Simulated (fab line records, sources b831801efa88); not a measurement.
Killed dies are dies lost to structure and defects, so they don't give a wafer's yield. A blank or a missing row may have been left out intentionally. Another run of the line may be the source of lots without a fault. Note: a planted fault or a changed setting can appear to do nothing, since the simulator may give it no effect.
A lot that was struck, set against a sound lot	flow sky130	16 steps out of a route of 708
Sound: these wafers, L618.1, L618.3, L618.6. Struck: wafer L623.2 (L623.3, L623.5, from the same lot, were not struck and are left out); the cause is given at the end.
Order at every step that has rows: each side's tool, ch and its chambers, its first start. Under that, the readings that differ: sound wafers	struck wafers	difference of the means	sigmas: that difference in standard deviations of wafers without a fault.
alike: readings whose means differ by less than 2 such deviations, and words and numbers that are the same on both sides. not compared: withheld readings, readings that some wafer has no value for, bounds like >300 that may hide the same value, and numbers for which the record gives no deviation and whose values overlap.
The two part at a step that has a row with sigmas, a row that says differs or no value, or rows on one side only. Numbers that have no deviation but don't overlap get no sigmas and don't part them. Lack of a reading on every wafer of one side parts them only where that side has two or more wafers.

SKY_SD_N_OVL_MEAS_08:
  sound: overlay-01 at day 27 23:17; struck: overlay-02 at day 28 23:28
  alike: SD_N_OVL
then, 2 steps without rows for these wafers: SKY_SD_N_IMPLANT_09; SKY_SD_N_IMPLANT_10.
SKY_SD_N_STRIP_11: strips in O2/N2.
  sound on plasma-asher-04 ch 0, day 27 23:37; struck on plasma-asher-03 ch 1, day 28 23:47
reading	sound	struck	difference	sigmas
drypump-motor-current-A (A)	5.55 5.55 5.54	6.14	+0.59	+2
  alike: oes-product-au, strip-time-to-endpoint-s
  not compared: rf-hours-counter-h
SKY_SD_N_TW_MEAS_12:
  sound: film-metro-01 at day 27 23:43; struck: film-metro-02 at day 28 23:54
reading	sound	struck	difference	sigmas
SD_N_TW	3954 3951 3978	3921	-40	-2
then, 1 step without rows for these wafers: SKY_SD_N_CLEAN_13 (cleans in SC1/SC2, time 150 s).
SKY_SD_N_RTA_14: time 2 s.
  sound on rtp-anneal-02 ch 0, day 27 23:53; struck on rtp-anneal-02 ch 0, day 29 00:01
  alike: lamp-power-pct, ramp-down-c-per-s, wafer_temp_C_max
SKY_SD_N_RS_MEAS_16: measures by four-point-probe.
  sound: film-metro-02 at day 28 00:03; struck: film-metro-01 at day 29 00:11
  alike: SD_N_RS
SKY_SD_N_RS_MEAS_17: measures by four-point-probe.
  sound: film-metro-02 at day 28 00:10; struck: film-metro-01 at day 29 00:19
  alike: SD_P_RS
SKY_SD_N_RS_MEAS_18: measures by four-point-probe.
  sound: film-metro-02 at day 28 00:17; struck: film-metro-01 at day 29 00:26
  alike: RES_XHIGH_RS
then, 1 step without rows for these wafers: SKY_SALICIDE_CLEAN_00 (cleans in HF-last, time 30 s).
SKY_LI_CONTACT_HDPCVD_00: deposits PSG, target thk 930 nm, time 155 s.
  sound on hdpcvd-02 ch 0,1,2, day 28 00:27; struck on hdpcvd-02 ch 2, day 29 00:33
reading	sound	struck	difference	sigmas
model.PSG_of_LI_CONTACT_HDPCVD_00.thk-nm (nm)	933.3 929.2 940.2	1286	+352	
SKY_LI_CONTACT_THK_MEAS_01:
  sound: film-metro-01 at day 28 00:33; struck: film-metro-01 at day 29 00:40
reading	sound	struck	difference	sigmas
LI_CONTACT_HDPCVD_THK (nm)	934 929 941	1286	+351	+43
SKY_LI_CONTACT_CMP_02: polishes PSG.
  sound on cmp-02 ch 1,2,3, day 28 00:40; struck on cmp-02 ch 1, day 29 00:53
reading	sound	struck	difference	sigmas
time-to-endpoint-s (s)	30.7 29.7 28.5	68.8	+39.2	+14
  alike: motor-current-A
SKY_LI_CONTACT_BOW_MEAS_03:
  sound: film-metro-04 at day 28 00:55; struck: film-metro-02 at day 29 01:10
reading	sound	struck	difference	sigmas
LI_CONTACT_BOW (um)	56 65 57	36	-23	-3
-- here the record skips 18 days between the struck wafers' starts before and after, leaving off in module LI_CONTACT and picking up in module PAD_OPEN (first step shown: number 708 of the route) --
SKY_PAD_OPEN_PROBE_99:
  sound: prober-01 at day 46 00:19; struck: prober-01 at day 46 18:58
reading	sound	struck	difference	sigmas
killed-at-front-end	18 21 20	9	-11	-2
  alike: killed_at_M0_to_M3, killed_at_M4_up, killed-at-contacts, killed-at-other, killed-dies, killed-open, killed-short

WHERE THEY PART
Earliest at SKY_SD_N_STRIP_11; latest, in this record, at SKY_PAD_OPEN_PROBE_99.

WHY: what had been put in by the simulator
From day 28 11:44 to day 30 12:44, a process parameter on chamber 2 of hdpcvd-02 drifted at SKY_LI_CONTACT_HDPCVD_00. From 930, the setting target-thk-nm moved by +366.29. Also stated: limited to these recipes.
